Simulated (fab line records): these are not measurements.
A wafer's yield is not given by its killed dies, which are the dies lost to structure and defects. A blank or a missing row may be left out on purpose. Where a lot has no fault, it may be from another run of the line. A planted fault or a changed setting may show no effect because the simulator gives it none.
A lot that was struck, set against a sound lot    flow sky130    19 out of 708 route steps
Sound: the wafers L635.3, L635.5, L635.6. Wafers struck: L629.1, L629.4, L629.5. The cause is given at the end.
For every step that has rows: the tool of each side, followed by ch and its chambers, followed by its first start. Under that, the readings that differ: sound wafers    struck wafers    difference of the means    sigmas: that difference in standard deviations of wafers without a fault.
alike: readings whose means differ by less than 2 such deviations, and words and numbers that are the same on both sides. not compared: withheld readings, readings that some wafer has no value for, bounds like >300 that may hide the same value, and numbers for which the record gives no deviation and whose values overlap.
A row with sigmas, a row that says differs or no value, or rows on one side alone: a step with any of these is where the two part. When numbers do not overlap yet have no deviation, they are printed without sigmas and do not part them. Lack of a reading on every wafer of one side parts them only where that side has two or more wafers.

SKY_VIA1_ETCH_15: etches SiO2 in C4F8/O2/Ar, stops on TiN, target depth 351 nm, time 54 s.
  sound on rie diel-04 ch 0,3, day 39 23:59; struck on rie diel-01 ch 0,2, day 38 01:16
  alike: oes product au
  not compared: rf hours counter h
SKY_VIA1_STRIP_16: strips in O2/N2.
  sound on plasma asher-02 ch 0,1, day 40 00:04; struck on plasma asher-04 ch 1, day 38 01:19
  alike: drypump motor current A, oes product au, strip time to endpoint s
  not compared: rf hours counter h
then, 3 steps without rows for these wafers: SKY_VIA1_STRIP_17 (strips in post etch residue remover, time 1200 s); SKY_VIA1_CLEAN_18 (cleans in IPA, time 180 s); SKY_VIA1_CLEAN_19 (cleans in O3/DIW).
SKY_VIA1_SPUTTER_20: material TiN, target thk 20 nm, time 80 s.
  struck on pvd sputter-01, day 38 01:56; sound on pvd sputter-03, day 40 00:40
reading                 sound           struck          difference  sigmas
throttle valve pct (%)  29.2 29.1 28.5  32.1 30.5 31.2  +2.3        +2
then, 1 step without rows for these wafers: SKY_VIA1_CVD_21 (deposits W, target thk 270 nm, time 80.902 s).
SKY_VIA1_RS_MEAS_22: measures by four-point-probe.
  struck on film metro-04, day 38 02:05; sound on film metro-03, day 40 00:52
  alike: VIA1_W_RS
SKY_VIA1_THK_MEAS_23: measures by xrf.
  struck on film metro-04, day 38 02:13; sound on film metro-03, day 40 00:58
  alike: VIA1_W_THK
SKY_VIA1_CMP_24: polishes, stops on SiO2, t overpolish 15 s, target thk 0 nm.
  sound on cmp-02 ch 0,3, day 40 01:00; struck on cmp-02 ch 0,3, day 38 02:16
  alike: motor current A, overpolish run s, time to endpoint s
then, 2 steps without rows for these wafers: SKY_METAL2_SPUTTER_00 (material Ti, target thk 15 nm, time 10 s); SKY_METAL2_SPUTTER_01 (material TiN, target thk 20 nm, time 16.7 s).
SKY_METAL2_SPUTTER_02: material AlCu, target thk 250 nm, time 13.79 s.
  struck on pvd sputter-03, day 38 02:37; sound on pvd sputter-02, day 40 01:21
reading                                      sound              struck             difference  sigmas
model.AlCu_of_METAL2_SPUTTER_02.thk nm (nm)  260.8 261.4 261.2  227.7 226.7 227.3  -33.9       
  alike: throttle valve pct
SKY_METAL2_SPUTTER_03: material Ti, target thk 5 nm, time 3.3 s.
  struck on pvd sputter-03, day 38 02:38; sound on pvd sputter-02, day 40 01:22
  alike: throttle valve pct
then, 1 step without rows for these wafers: SKY_METAL2_SPUTTER_04 (material TiN, target thk 70 nm, time 58.3 s).
SKY_METAL2_RS_MEAS_05: measures by four-point-probe.
  struck on film metro-01, day 38 02:43; sound on film metro-04, day 40 01:29
reading                  sound                 struck                difference  sigmas
METAL2_ALCU_RS (ohm/sq)  0.1215 0.1211 0.1213  0.1393 0.1404 0.1399  +0.0186     +15
SKY_METAL2_THK_MEAS_06: measures by xrf.
  struck on film metro-01, day 38 02:50; sound on film metro-04, day 40 01:35
reading               sound              struck             difference  sigmas
METAL2_ALCU_THK (nm)  261.7 262.3 262.4  229.3 227.9 229.3  -33.3       -13
then, 1 step without rows for these wafers: SKY_METAL2_DEHYDRATE_07 (time 60 s).
-- the record jumps here: 11 days lie between the struck wafers' starts before and after (it left off in module METAL2 and takes up again in module PAD_OPEN, whose first step shown is number 708 of the route) --
SKY_PAD_OPEN_PROBE_99:
  struck on prober-02, day 48 23:41; sound on prober-02, day 50 09:10
reading                       sound                struck                difference  sigmas
model.etest.met2.line ohm um  0.879 0.8798 0.8831  1.067 1.059 1.07      +0.185      
model.etest.met2.rs ohm sq    0.1232 0.1219 0.121  0.1402 0.1415 0.1432  +0.0196     
  alike: defect limited yield, killed_at_M0_to_M3, killed_at_M4_up, killed at contacts, killed at front end, killed at other, killed dies, killed open, killed short, sort_bin_3_pad_short, sort_bin_5_function, sort_bin_6_memory, sort n pass, sort yield pct

## WHERE THEY PART
First at SKY_VIA1_SPUTTER_20; last, within this record, at SKY_METAL2_THK_MEAS_06. Later steps at which nothing parts them and some readings are alike: SKY_PAD_OPEN_PROBE_99.

WHY: the cause the simulator had injected
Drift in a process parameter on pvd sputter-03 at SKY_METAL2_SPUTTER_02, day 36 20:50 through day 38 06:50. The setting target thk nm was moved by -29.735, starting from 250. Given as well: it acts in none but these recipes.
